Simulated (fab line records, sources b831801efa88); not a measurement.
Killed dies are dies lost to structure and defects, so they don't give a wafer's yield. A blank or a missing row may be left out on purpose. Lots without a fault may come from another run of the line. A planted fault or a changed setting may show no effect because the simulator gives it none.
fab line records | flow sky130
record lots=6 wafers=18 last_day=50
route steps=708 shown VIA4@645 PAD_OPEN@708
lots that met no fault: from a run of the same line without faults
start_h: hours from the record's first day to the start of the lot's first wafer shown | wait_h: hours since the lot's step before | " the same as in the row above | L1.1+2: a row that stands for several wafers | - no value, or no start given | * or withheld: withheld | < > ~ a bound
route shown NAME@n: a module of which the file shows steps, and the number in the route of the first | usual: mean/standard deviation of fault-free wafers | same: alike in all rows | chamber/n: place in a boat | sites: the reading at each site | _std_site: their standard deviation | _edge_site: outer sites' mean less inner sites' | radius_mm: how far each site lies from the wafer's centre | mask NAME#n: copy n | behind: the tool/chamber that last shaped the wafer | hold: why the lot was held/for how many hours/how that ended | device: the transistor (n, p or np) that didn't switch | end of line: the same wafers' tests at the end of the route | a step without rows: its recipe alone | killed: dies lost to structure and defects at the first sort, not the wafer's yield | map: a wafer's dies, x killed, . not, _ none there
set.NAME: the setting as run; set.NAME@STEP: as run at that earlier step | model.NAME: the simulator's own value behind a step, which no gauge read
lots at some steps of the route; a table a step, a row a wafer
services: from which hour (start_h, from the record's first day; less than 0 if before it) a tool's chamber was out of use, for how many hours, and why
## steps
# step SKY_VIA4_COAT_06
# recipe resist=NOVOLAK spin_rpm=3000 resist_thk_nm=1140
# step SKY_VIA4_SOFTBAKE_07
# recipe temp_c=90 time_s=60 resist=NOVOLAK
# step SKY_VIA4_EXPOSE_08
# recipe mask_id=VIM4 na=0.6 source_shape=conventional sigma_outer=0.6 polarization=unpolarized target_cd_nm=800 dose_mj=132
# step SKY_VIA4_PEB_09
# recipe temp_c=withheld time_s=* resist=NOVOLAK
# step SKY_VIA4_DEVELOP_10
# recipe resist=NOVOLAK developer=TMAH develop_time_s=60 dev_temp_c=23
# step SKY_VIA4_OVL_MEAS_11
# usual VIA4_OVL=0.2/1.6
# columns lot.wafer tool chamber start_h wait_h VIA4_OVL[nm]
L865.2 overlay-02 - 1063.27 0.1 -0.8
L865.4 " - " " 0.0
L865.6 " - " " 0.6
L866.1 overlay-01 - 1074.76 0.1 1.5
L866.4 " - " " 0.0
L866.5 " - " " 0.2
L867.1 overlay-02 - 1083.86 0.1 0.7
L867.3 " - " " 0.9
L867.4 " - " " -0.8
L873.4 overlay-01 - 1124.83 0.1 0.7
L873.5 " - " " -0.1
L873.6 " - " " -1.6
L871.2 overlay-01 - 1127.41 0.1 -0.8
L871.5 " - " " -1.2
L871.6 " - " " -2.5
L876.1 overlay-02 - 1132.16 0.1 -0.9
L876.4 " - " " -1.3
L876.6 " - " " 1.0
# step SKY_VIA4_ETCH_12
# recipe target=SiO2 chemistry=C4F8/O2/Ar stop_on=TiN mask_material=NOVOLAK source_w=1500 bias_w=1200 pressure_mtorr=40 c4f8_flow_sccm=withheld O2_flow_sccm=6 Ar_flow_sccm=300 time_s=withheld target_depth_a=5800
# usual oes_product_au=0.926/0.0046
# columns lot.wafer tool chamber start_h wait_h oes_product_au
L865.2 rie_diel-04 3 1063.30 0.0 0.924
L865.4 " 0 " " 0.924
L865.6 " 0 " " 0.928
L866.1 rie_diel-04 3 1074.80 0.0 0.924
L866.4 " 1 " " 0.934
L866.5 " 3 " " 0.923
L867.1 rie_diel-04 1 1083.90 0.0 0.930
L867.3 " 2 " " 0.924
L867.4 " 0 " " 0.925
L873.4 rie_diel-04 2 1124.88 0.0 0.927
L873.5 " 0 " " 0.925
L873.6 " 1 " " 0.938
L871.2 rie_diel-04 3 1127.44 0.0 0.927
L871.5 " 3 " " 0.927
L871.6 " 2 " " 0.922
L876.1 rie_diel-02 3 1132.20 0.0 0.922
L876.4 " 2 " " 0.919
L876.6 " 1 " " 0.924
# step SKY_VIA4_STRIP_13
# recipe chemistry=O2/N2 power_w=1400 pressure_mtorr=1500 platen_temp_c=withheld o2_flow_sccm=3000 n2_flow_sccm=300 overash_fraction=0.5
# usual drypump_motor_current_A=5.40/0.26 oes_product_au=0.709/0.0041 strip_time_to_endpoint_s=12.81/0.034
# columns lot.wafer tool chamber start_h wait_h drypump_motor_current_A oes_product_au rf_hours_counter_h strip_time_to_endpoint_s
L865.2 plasma_asher-04 1 1063.37 - 5.42 0.713 94 12.76
L865.4 " 1 " " 5.42 0.714 - 12.77
L865.6 " 0 " " 5.59 0.712 - 12.78
L866.1 plasma_asher-04 1 1074.87 - 5.44 0.716 95 12.78
L866.4 " 0 " " 5.60 0.701 - 12.83
L866.5 " 0 " " 5.57 0.709 - 12.78
L867.1 plasma_asher-04 1 1083.97 - 5.41 0.711 96 12.81
L867.3 " 0 " " 5.60 0.717 - 12.81
L867.4 " 1 " " 5.44 0.710 - 12.78
L873.4 plasma_asher-01 0 1124.95 - 5.24 0.709 - 12.76
L873.5 " 1 " " 5.35 0.711 - 12.79
L873.6 " 0 " " 5.25 0.709 - 12.77
L871.2 plasma_asher-03 1 1127.51 - 5.85 0.717 39 12.80
L871.5 " 0 " " 4.84 0.713 - 12.82
L871.6 " 1 " " 5.84 0.712 - 12.73
L876.1 plasma_asher-04 1 1132.27 - 5.40 0.710 101 12.80
L876.4 " 0 " " 5.60 0.706 - 12.83
L876.6 " 1 " " 5.43 0.710 - 12.79
# step SKY_VIA4_STRIP_14
# recipe chemistry=post_etch_residue_remover time_s=1200 temp_c=72.5
# step SKY_VIA4_CLEAN_15
# recipe chemistry=IPA time_s=180 temp_c=25
# step SKY_VIA4_CLEAN_16
# recipe chemistry=O3/DIW dry=n2_spin
# step SKY_VIA4_SPUTTER_17
# recipe material=TiN target_thk_nm=20 chamber_pressure_pa=5 power_w=4000 time_s=80
# usual throttle_valve_pct=30.1/1.3
# columns lot.wafer tool chamber start_h wait_h throttle_valve_pct
L865.2 pvd_sputter-01 - 1063.99 0.0 33.1
L865.4 " - " " 29.6
L865.6 " - " " 29.7
L866.1 pvd_sputter-04 - 1075.52 0.0 31.2
L866.4 " - " " 28.1
L866.5 " - " " 31.0
L867.1 pvd_sputter-02 - 1084.57 0.0 30.2
L867.3 " - " " 30.9
L867.4 " - " " 31.1
L873.4 pvd_sputter-01 - 1125.51 0.0 29.6
L873.5 " - " " 29.6
L873.6 " - " " 28.6
L871.2 pvd_sputter-02 - 1128.10 0.0 30.3
L871.5 " - " " 29.3
L871.6 " - " " 29.2
L876.1 pvd_sputter-02 - 1132.86 0.0 31.3
L876.4 " - " " 29.4
L876.6 " - " " 30.0
# step SKY_VIA4_CVD_18
# recipe material=W target_thk_nm=505 time_s=152.14 temp_c=400 pressure_torr=40
# usual chamber_pressure_Torr=39.98/0.09 heater_power_outer_w=527/19 heater_power_w=834/17
# columns lot.wafer tool chamber start_h wait_h chamber_pressure_Torr heater_power_outer_w heater_power_w
L865.2 cvd_w-02 1 1064.05 0.0 - - -
L865.4 " 0 " " - - -
L865.6 " 0 " " - - -
L866.1 cvd_w-01 0 1075.58 0.0 - - -
L866.4 " 1 " " - - -
L866.5 " 0 " " - - -
L867.1 cvd_w-01 0 1084.63 0.0 39.84 509 816
L867.3 " 0 " " 39.92 518 806
L867.4 " 1 " " 40.02 534 843
L873.4 cvd_w-01 0 1125.62 0.1 40.00 501 819
L873.5 " 1 " " 40.06 540 833
L873.6 " 0 " " 40.04 507 828
L871.2 cvd_w-02 0 1128.17 0.0 39.93 545 852
L871.5 " 1 " " 40.06 509 854
L871.6 " 0 " " 40.00 561 840
L876.1 cvd_w-01 0 1132.92 0.0 40.02 507 854
L876.4 " 0 " " 39.97 506 811
L876.6 " 0 " " 39.93 507 814
# step SKY_VIA4_RS_MEAS_19
# recipe thk_meas_gauge=four-point-probe reads=W_of_VIA4_CVD_18+TiN_of_VIA4_SPUTTER_17
# usual VIA4_W_RS=0.2272/0.0027
# columns lot.wafer tool chamber start_h wait_h hold VIA4_W_RS[ohm/sq]
L865.2 film_metro-02 - 1064.29 0.2 await_dispo/0.2h/release 57.388
L865.4 " - " " await_dispo/0.2h/release 58.873
L865.6 " - " " await_dispo/0.2h/release 58.790
L865.2 film_metro-02 - 1064.58 0.3 - 57.211
L865.4 " - " " - 58.797
L865.6 " - " " - 58.670
L866.1 film_metro-03 - 1075.74 0.1 await_dispo/0.2h/release 58.240
L866.4 " - " " await_dispo/0.2h/release 58.451
L866.5 " - " " await_dispo/0.2h/release 58.120
L866.1 film_metro-03 - 1076.02 0.3 - 58.293
L866.4 " - " " - 58.358
L866.5 " - " " - 58.093
L867.1 film_metro-02 - 1084.78 0.1 - 0.2336
L867.3 " - " " - 0.2304
L867.4 " - " " - 0.2251
L873.4 film_metro-02 - 1125.78 0.1 - 0.2284
L873.5 " - " " - 0.2253
L873.6 " - " " - 0.2304
L871.2 film_metro-01 - 1128.34 0.1 - 0.2295
L871.5 " - " " - 0.2271
L871.6 " - " " - 0.2247
L876.1 film_metro-01 - 1133.23 0.3 - 0.2310
L876.4 " - " " - 0.2278
L876.6 " - " " - 0.2282
# step SKY_PAD_OPEN_PROBE_99
# usual defect_limited_yield=82.8/1.9 killed_at_M0_to_M3=42/6.3 killed_at_M4_up=3.2/1.9 killed_at_contacts=24/5.8 killed_at_front_end=15/4.3 killed_at_other=0.2/0.62 killed_dies=85/9.3 killed_open=46/6.8 killed_short=38/6.1 sort_bin_3_pad_short=0.8/0.43 sort_bin_5_function=10.2/1.5 sort_bin_6_memory=6.2/1.1 sort_n_pass=407/9.3 sort_yield_pct=82.8/1.9
# same gross_dies=492 killed_at_back_side=0 sort_bin_4_leakage[%]=0 sort_bin_8_speed[%]=0
# columns lot.wafer tool chamber start_h wait_h defect_limited_yield[%] killed_at_M0_to_M3 killed_at_M4_up killed_at_contacts killed_at_front_end killed_at_other killed_dies killed_open killed_short sort_bin_3_pad_short[%] sort_bin_5_function[%] sort_bin_6_memory[%] sort_n_pass sort_yield_pct[%]
L873.4 prober-02 - 1182.37 0.2 79.9 45 4 32 18 0 99 49 50 0.6 12.4 7.1 393 79.9
L873.5 prober-02 - 1182.42 0.2 83.1 43 4 26 10 0 83 44 39 1.0 11.6 4.3 409 83.1
L873.6 prober-02 - 1182.47 0.2 80.3 50 4 30 12 1 97 48 49 1.0 11.2 7.5 395 80.3
L871.2 prober-01 - 1184.46 0.1 84.6 37 6 16 17 0 76 40 36 0.6 8.1 6.7 416 84.6
L871.5 prober-01 - 1184.61 0.2 82.3 46 2 24 15 0 87 52 35 0.2 10.6 6.9 405 82.3
L871.6 prober-01 - 1184.66 0.2 79.9 50 3 32 14 0 99 52 47 2.0 12.2 5.9 393 79.9
L876.1 prober-02 - 1189.74 0.1 83.1 38 2 30 13 0 83 44 39 0.6 11.2 5.1 409 83.1
L876.4 prober-02 - 1189.89 0.2 80.9 36 3 32 23 0 94 54 39 1.2 11.2 6.7 398 80.9
L876.6 prober-02 - 1189.99 0.2 81.3 46 0 37 9 0 92 45 47 0.4 12.0 6.3 400 81.3
# killed by level:class
L873.4 CONTACT:geometric_particle:open=9 METAL1:geometric_particle:short=8 POLY_GATE:geometric_particle:short=7 LI_CONTACT:geometric_particle:open=7 VIA1:geometric_particle:open=7 VIA2:geometric_particle:open=7 LI_CONTACT:geometric_particle:short=6 CONTACT:geometric_particle:short=6
L873.5 LI_CONTACT:geometric_particle:open=10 VIA2:geometric_particle:open=8 METAL1:geometric_particle:short=7 VIA1:geometric_particle:open=7 METAL1:geometric_particle:open=6 LOCAL_INTERCONNECT:geometric_particle:short=5 CONTACT:geometric_particle:open=5 FIELD_ISO:geometric_particle:short=4
L873.6 VIA2:geometric_particle:open=9 CONTACT:geometric_particle:short=8 VIA1:geometric_particle:open=8 LOCAL_INTERCONNECT:geometric_particle:short=7 METAL1:geometric_particle:short=6 METAL2:geometric_particle:short=6 LI_CONTACT:geometric_particle:open=5 VIA3:geometric_particle:open=5
L871.2 VIA1:geometric_particle:open=10 POLY_GATE:geometric_particle:open=7 LI_CONTACT:geometric_particle:open=6 METAL2:geometric_particle:short=5 VIA3:geometric_particle:short=5 CONTACT:geometric_particle:short=4 VIA1:geometric_particle:short=4 VIA2:geometric_particle:short=4
L871.5 VIA3:geometric_particle:open=11 VIA1:geometric_particle:open=9 CONTACT:geometric_particle:open=8 LI_CONTACT:geometric_particle:open=7 FIELD_ISO:geometric_particle:short=5 METAL1:geometric_particle:short=5 VIA1:geometric_particle:short=4 VIA2:geometric_particle:open=4
L871.6 CONTACT:geometric_particle:open=14 VIA1:geometric_particle:open=9 VIA3:geometric_particle:open=8 VIA1:geometric_particle:short=7 CONTACT:geometric_particle:short=6 FIELD_ISO:geometric_particle:short=5 LI_CONTACT:geometric_particle:open=5 VIA2:geometric_particle:open=5
L876.1 CONTACT:geometric_particle:open=11 METAL1:geometric_particle:short=9 LI_CONTACT:geometric_particle:open=7 VIA1:geometric_particle:open=5 VIA3:geometric_particle:open=5 POLY_GATE:geometric_particle:short=4 LOCAL_INTERCONNECT:geometric_particle:short=4 FIELD_ISO:geometric_particle:short=3
L876.4 CONTACT:geometric_particle:open=12 LI_CONTACT:geometric_particle:open=10 FIELD_ISO:geometric_particle:open=9 VIA1:geometric_particle:open=8 VIA1:geometric_particle:short=7 FIELD_ISO:geometric_particle:short=6 METAL1:geometric_particle:short=5 METAL2:geometric_particle:short=5
L876.6 CONTACT:geometric_particle:short=10 LI_CONTACT:geometric_particle:open=9 CONTACT:geometric_particle:open=9 VIA2:geometric_particle:open=9 VIA3:geometric_particle:open=8 METAL2:geometric_particle:short=7 VIA1:geometric_particle:open=7 LI_CONTACT:geometric_particle:short=5
## services
# columns tool chamber start_h hours kind
cvd_w-01 - 1047.02 0.2 repair
pvd_sputter-02 - 1060.50 0.9 repair
pvd_sputter-02 - 1063.43 0.7 repair
plasma_asher-04 - 1069.21 1.1 repair
pvd_sputter-02 1 1070.66 - consumable_replace:kit
pvd_sputter-02 1 1070.66 18.0 scheduled_down
pvd_sputter-02 1 1070.66 18.0 vent_cycle
rie_diel-02 2 1088.83 7.5 repair
rie_diel-02 3 1099.72 9.5 repair
pvd_sputter-02 - 1108.76 1.9 repair
rie_diel-04 3 1109.51 - clean
rie_diel-04 3 1109.51 17.7 scheduled_down
rie_diel-04 3 1109.51 17.7 vent_cycle
pvd_sputter-04 2 1123.89 - consumable_replace:kit
pvd_sputter-04 2 1123.89 18.0 scheduled_down
pvd_sputter-04 2 1123.89 18.0 vent_cycle
cvd_w-01 - 1129.16 2.8 pm
cvd_w-01 1 1132.02 5.2 repair
## key
first_sign step=SKY_VIA4_CVD_18 reading=tool_record direction=missing
effect step=SKY_VIA4_RS_MEAS_19 reading=visit direction=added
effect step=SKY_VIA4_RS_MEAS_19 reading=VIA4_W_RS direction=up sigmas=99+ usual=0.2272 struck=58.310
met_at SKY_VIA4_CVD_18
struck_wafers L865.2,L865.4,L865.6,L866.1,L866.4,L866.5
scrapped_behind SKY_VIA4_RS_MEAS_19 L865.2,L865.4,L865.6,L866.1,L866.4,L866.5
fault kind=skipped_step_whole tool=cvd_w-01,cvd_w-02 chamber=- onset_h=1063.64 steps=SKY_VIA4_CVD_18 scope=struck_lots_only
